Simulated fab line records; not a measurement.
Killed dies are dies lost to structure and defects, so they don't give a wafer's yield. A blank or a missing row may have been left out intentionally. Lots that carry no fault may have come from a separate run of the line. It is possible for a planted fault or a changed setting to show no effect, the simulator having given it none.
A lot that was struck, set against a sound lot ; flow sky130 ; 26 steps out of a route of 708
Sound: the wafers L855.3, L855.5, L855.6. Struck: wafer L847.3. (L847.1, L847.2 of the same lot were not struck and are left out.) The cause comes at the end.
Order at every step that has rows: each side's tool, ch and its chambers, its first start. Under that, the readings that differ: sound wafers ; struck wafers ; difference of the means ; sigmas: that difference in standard deviations of wafers without a fault.
alike: same words and numbers on both sides, and readings whose means sit less than 2 such deviations apart. not compared: any withheld reading, any reading some wafer has no value for, any bound like >300 that may hide the same value, and any number with overlapping values for which the record gives no deviation.
A row with sigmas, a row that says differs or no value, or rows on one side alone: a step with any of these is where the two part. Non-overlapping numbers with no deviation appear without sigmas and do not part them. Lack of a reading on every wafer of one side parts them only where that side has two or more wafers.

first, 9 steps without rows for these wafers: SKY_LI_CONTACT_ETCH_14 (etches BARC in N2/H2, stops on SiO2, time 45.9 s, target depth 60 nm); SKY_LI_CONTACT_ETCH_15 (etches PSG in C4F8/O2/Ar, stops on Si, target depth 600 nm); SKY_LI_CONTACT_STRIP_16 (strips in O2/N2); SKY_LI_CONTACT_CLEAN_17 (cleans in NMP, time 600 s); SKY_LI_CONTACT_PRE_CLEAN_18 (time 5.6 s); SKY_LI_CONTACT_SPUTTER_19 (material Ti, target thk 20 nm, time 106.37 s); SKY_LI_CONTACT_SPUTTER_20 (material TiN, target thk 20 nm, time 80 s); SKY_LI_CONTACT_CVD_21 (deposits W, target thk 400 nm, time 120.56 s); SKY_LI_CONTACT_CMP_24 (polishes, stops on PSG, t overpolish 20 s, target thk 0 nm).
SKY_LOCAL_INTERCONNECT_SPUTTER_00: material TiN, target thk 100 nm, time 83.3 s.
  sound on pvd-sputter-01, day 34 22:27; struck on pvd-sputter-02, day 32 06:28
reading;sound;struck;difference;sigmas
model.TiN_of_LOCAL_INTERCONNECT_SPUTTER_00.thk-nm (nm);99.79 99.61 98.93;107.1;+7.7;
  alike: cathode-dc-power-W, throttle-valve-pct
SKY_LOCAL_INTERCONNECT_RS_MEAS_01: uses a four-point probe to measure.
  sound on film-metro-03, day 34 22:33; struck on film-metro-03, day 32 06:32
reading;sound;struck;difference;sigmas
LOCAL_INTERCONNECT_TIN_RS (ohm/sq);14.18 14.21 14.33;13.20;-1.04;-8
SKY_LOCAL_INTERCONNECT_THK_MEAS_02: measures by xrf.
  sound on film-metro-03, day 34 22:39; struck on film-metro-03, day 32 06:39
reading;sound;struck;difference;sigmas
LOCAL_INTERCONNECT_TIN_THK (nm);99.8 100.1 99.0;107.4;+7.8;+8
then, 9 steps without rows for these wafers: SKY_LOCAL_INTERCONNECT_DEHYDRATE_03 (time 60 s); SKY_LOCAL_INTERCONNECT_HMDS_04 (prime time 60 s); SKY_LOCAL_INTERCONNECT_COAT_05 (resist thk 60 nm); SKY_LOCAL_INTERCONNECT_COAT_06 (resist thk 450 nm); SKY_LOCAL_INTERCONNECT_SOFTBAKE_07 (time 90 s); SKY_LOCAL_INTERCONNECT_EXPOSE_08 (exposes mask LI1M, target cd 170 nm); SKY_LOCAL_INTERCONNECT_PEB_09; SKY_LOCAL_INTERCONNECT_DEVELOP_10 (develop time 60 s); SKY_LOCAL_INTERCONNECT_ETCH_13 (etches BARC in N2/H2, stops on SiO2, time 45.9 s, target depth 60 nm).
SKY_LOCAL_INTERCONNECT_METAL_ETCH_14: etches TiN in Cl2/BCl3, stops on PSG, target depth 110 nm, time 31.4 s.
  sound on rie-metal-03 ch 0,1, day 36 01:08; struck on rie-metal-03 ch 1, day 33 10:08
reading;sound;struck;difference;sigmas
oes-product-au (a.u.);0.945 0.947 0.922;0.976;+0.038;+6
  alike: drypump-motor-current-A, throttle-valve-pct
  not compared: rf-hours-counter-h
then, 1 step without rows for these wafers: SKY_LOCAL_INTERCONNECT_STRIP_15 (strips in O2/N2).
SKY_LOCAL_INTERCONNECT_STRIP_16: strips in post etch residue remover, time 1200 s.
  sound on wet-bench-01 ch 2, day 36 01:16; struck on wet-bench-01 ch 1, day 33 10:17
reading;sound;struck;difference;sigmas
model.TiN_of_LOCAL_INTERCONNECT_SPUTTER_00.thk-nm (nm);99.37 99.19 98.51;106.7;+7.7;
then, 1 step without rows for these wafers: SKY_LOCAL_INTERCONNECT_CLEAN_17 (cleans in IPA, time 180 s).
-- a jump in the record: the struck wafers' starts before and after are 15 days apart (it breaks off in module LOCAL_INTERCONNECT and resumes in module PAD_OPEN, where the first step shown is number 708 of the route) --
SKY_PAD_OPEN_PROBE_99:
  sound on prober-01, day 49 22:30; struck on prober-01, day 48 02:05
reading;sound;struck;difference;sigmas
killed_at_M0_to_M3;57 40 44;32;-15;-2
model.etest.res-li.line-ohm-um;73.59 73.3 75.47;70.3;-3.8;
model.etest.res-li.rs-ohm-sq;12.69 12.83 12.81;11.9;-0.9;
  alike: killed_at_M4_up, killed-at-contacts, killed-at-front-end, killed-at-other, killed-dies, killed-open, killed-short

== WHERE THEY PART ==
Earliest at SKY_LOCAL_INTERCONNECT_RS_MEAS_01; latest, in this record, at SKY_PAD_OPEN_PROBE_99.

WHY: whatever the simulator had introduced
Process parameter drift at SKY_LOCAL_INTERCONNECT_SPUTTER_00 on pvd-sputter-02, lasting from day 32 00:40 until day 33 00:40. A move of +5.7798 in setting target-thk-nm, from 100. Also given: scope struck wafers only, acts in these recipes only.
